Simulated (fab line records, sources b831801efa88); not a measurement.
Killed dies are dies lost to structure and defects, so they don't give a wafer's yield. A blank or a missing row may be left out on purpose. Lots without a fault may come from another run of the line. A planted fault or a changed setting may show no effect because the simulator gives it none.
A struck lot beside a sound one | flow sky130 | 15 steps out of a route of 708
Sound: wafers L625.1, L625.2, L625.6. Struck: wafers L638.2, L638.4, L638.5. The cause comes at the end.
At each step with rows: each side's tool, then ch and its chambers, then its first start. Under that, the readings that differ: sound wafers | struck wafers | difference of the means | sigmas: that difference in standard deviations of wafers without a fault.
alike: readings whose means differ by less than 2 such deviations, and words and numbers that are the same on both sides. not compared: withheld readings, readings that some wafer has no value for, bounds like >300 that may hide the same value, and numbers for which the record gives no deviation and whose values overlap.
The two part at a step that has a row with sigmas, a row that says differs or no value, or rows on one side only. Numbers that don't overlap but have no deviation are shown without sigmas and don't part them. A reading that every wafer of one side lacks parts them only if that side has two wafers or more.

first, 4 steps without rows for these wafers: SKY_LDD_N_SOFTBAKE_03 (time 60 s); SKY_LDD_N_EXPOSE_04 (exposes mask NTM, target cd 840 nm); SKY_LDD_N_PEB_05; SKY_LDD_N_DEVELOP_06 (develop time 60 s).
SKY_LDD_N_OVL_MEAS_07:
  sound on overlay-01, day 19 20:50; struck on overlay-01, day 24 17:29
  reading        | sound       | struck         | difference | sigmas
  LDD_N_OVL (nm) | 0.0 1.3 0.9 | -3.2 -2.3 -2.2 | -3.3       | -3
then, 7 steps without rows for these wafers: SKY_LDD_N_IMPLANT_08; SKY_LDD_N_IMPLANT_09; SKY_LDD_N_IMPLANT_10; SKY_LDD_N_IMPLANT_11; SKY_LDD_N_IMPLANT_12; SKY_LDD_N_IMPLANT_13; SKY_LDD_N_IMPLANT_14.
SKY_LDD_N_IMPLANT_15:
  sound on implanter-03 ch 0, day 19 21:55; struck on implanter-03 ch 0, day 24 18:35
  reading            | sound                     | struck                     | difference | sigmas
  dose_ions_cm2      | 4.996e+12 5e+12 4.995e+12 | 6.93e+11 7.04e+11 7.02e+11 | -4.30e+12  | -99 or more
  faraday_current_uA | 29.1 27.3 27.7            | 4.0 3.9 4.0                | -24.1      | -48
SKY_LDD_N_STRIP_16: strips in O2/N2.
  sound on plasma_asher-01 ch 0,1, day 19 22:04; struck on plasma_asher-04 ch 0,1, day 24 18:43
  reading                      | sound             | struck            | difference | sigmas
  strip_time_to_endpoint_s (s) | 4.313 4.319 4.315 | 4.279 4.269 4.289 | -0.037     | -2
  alike: drypump_motor_current_A, oes_product_au
  not compared: rf_hours_counter_h
-- the record jumps here: 25 days lie between the struck wafers' starts before and after (it left off in module LDD_N and takes up again in module PAD_OPEN, whose first step shown is number 708 of the route) --
SKY_PAD_OPEN_PROBE_99:
  sound on prober-01, day 47 05:29; struck on prober-02, day 50 05:29
  reading                                   | sound                | struck               | difference | sigmas
  model.etest.tip_n.rs_ohm_sq               | 444.9 443.4 445.5    | 431.9 431.3 434.1    | -12.2      |
  model.etest.nfet_01v8_turned.vt_sat_v (V) | 0.6441 0.6518 0.6501 | 0.6088 0.6157 0.6105 | -0.0370    |
  model.etest.nfet_01v8_turned.vt_v (V)     | 0.6952 0.7012 0.7026 | 0.6849 0.6922 0.689  | -0.0110    |
  alike: killed_at_M0_to_M3, killed_at_M4_up, killed_at_contacts, killed_at_front_end, killed_at_other, killed_dies, killed_open, killed_short
  not compared: model.etest.nfet_01v8_turned.drive_ua_um, model.etest.nfet_01v8_turned.off_log10_a_um, model.etest.nfet_01v8_lvt.vt_sat_v, model.etest.nfet_01v8_swapped.vt_sat_v, model.etest.nfet_01v8.vt_sat_v

WHERE THEY PART
First at SKY_LDD_N_OVL_MEAS_07; last, within this record, at SKY_LDD_N_STRIP_16. Later steps at which nothing parts them and some readings are alike: SKY_PAD_OPEN_PROBE_99.

WHY: what the simulator had put in
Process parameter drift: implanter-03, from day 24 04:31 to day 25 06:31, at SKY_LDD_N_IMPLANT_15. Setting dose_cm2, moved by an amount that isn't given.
